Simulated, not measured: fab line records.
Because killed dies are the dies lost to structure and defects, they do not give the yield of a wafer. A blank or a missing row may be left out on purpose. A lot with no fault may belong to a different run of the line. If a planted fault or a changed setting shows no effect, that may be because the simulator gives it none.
Chamber matching :: flow gf180mcu :: GF_V3_CMP_26 on cmp-01 has 4 sister chambers
The step polishes, stops on SiO2, t overpolish 15 s, target thk 0 nm. 8 wafers are shown with their chamber, then 7 later ones without.

== EACH WAFER AND ITS CHAMBER ==
wafer: L598.1
chamber: 3
time_to_endpoint_s (s): 85
motor_current_A (A): 13.6

wafer: L598.5
chamber: 3
time_to_endpoint_s (s): 84
motor_current_A (A): 12.2

wafer: L599.3
chamber: 1
time_to_endpoint_s (s): 86
motor_current_A (A): 11.5

wafer: L599.6
chamber: 2
time_to_endpoint_s (s): 81
motor_current_A (A): 13.0

wafer: L607.1
chamber: 2
time_to_endpoint_s (s): 78
motor_current_A (A): 12.5

wafer: L607.3
chamber: 1
time_to_endpoint_s (s): 83
motor_current_A (A): 12.6

wafer: L609.3
chamber: 0
time_to_endpoint_s (s): 86
motor_current_A (A): 11.0

wafer: L609.5
chamber: 0
time_to_endpoint_s (s): 84
motor_current_A (A): 11.9

== WAFERS MISSING THEIR CHAMBER ==
wafer: L609.6
time_to_endpoint_s (s): 88
motor_current_A (A): 13.0

wafer: L612.1
time_to_endpoint_s (s): 78
motor_current_A (A): 12.2

wafer: L612.3
time_to_endpoint_s (s): 83
motor_current_A (A): 13.2

wafer: L612.6
time_to_endpoint_s (s): 83
motor_current_A (A): 12.7

wafer: L613.2
time_to_endpoint_s (s): 84
motor_current_A (A): 11.2

wafer: L613.3
time_to_endpoint_s (s): 82
motor_current_A (A): 12.1

wafer: L613.6
time_to_endpoint_s (s): 84
motor_current_A (A): 11.2

== WHICH CHAMBER EACH WENT THROUGH ==
wafer: L609.6
from the rows above: can't be placed: 3 or 1 or 0
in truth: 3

wafer: L612.1
from the rows above: 2
in truth: 2

wafer: L612.3
from the rows above: can't be placed: 3 or 1 or 2 or 0
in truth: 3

wafer: L612.6
from the rows above: can't be placed: 3 or 1 or 2 or 0
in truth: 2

wafer: L613.2
from the rows above: can't be placed: 0 or 1 or 3
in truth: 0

wafer: L613.3
from the rows above: can't be placed: 1 or 2 or 3 or 0
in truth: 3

wafer: L613.6
from the rows above: can't be placed: 0 or 1 or 3
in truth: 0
1 of 7 placed correctly. Cannot be placed on the basis of these rows: 6; the candidates contain the true chamber in 6. Wrongly placed: 0.
How it was worked out, from the rows above alone: a wafer's distance from a chamber is the root of the sum, over the readings, of the square of ((its reading less the chamber's mean) divided by the reading's scatter). The wafer belongs to the nearest chamber; if the next one is less than 2 further off, it can't be placed. For every chamber, the mean is computed from those of its wafers that are shown. The scatter is the square root of a quotient: the sum, over the shown wafers, of each reading's squared deviation from its chamber's mean, divided by wafers minus chambers.
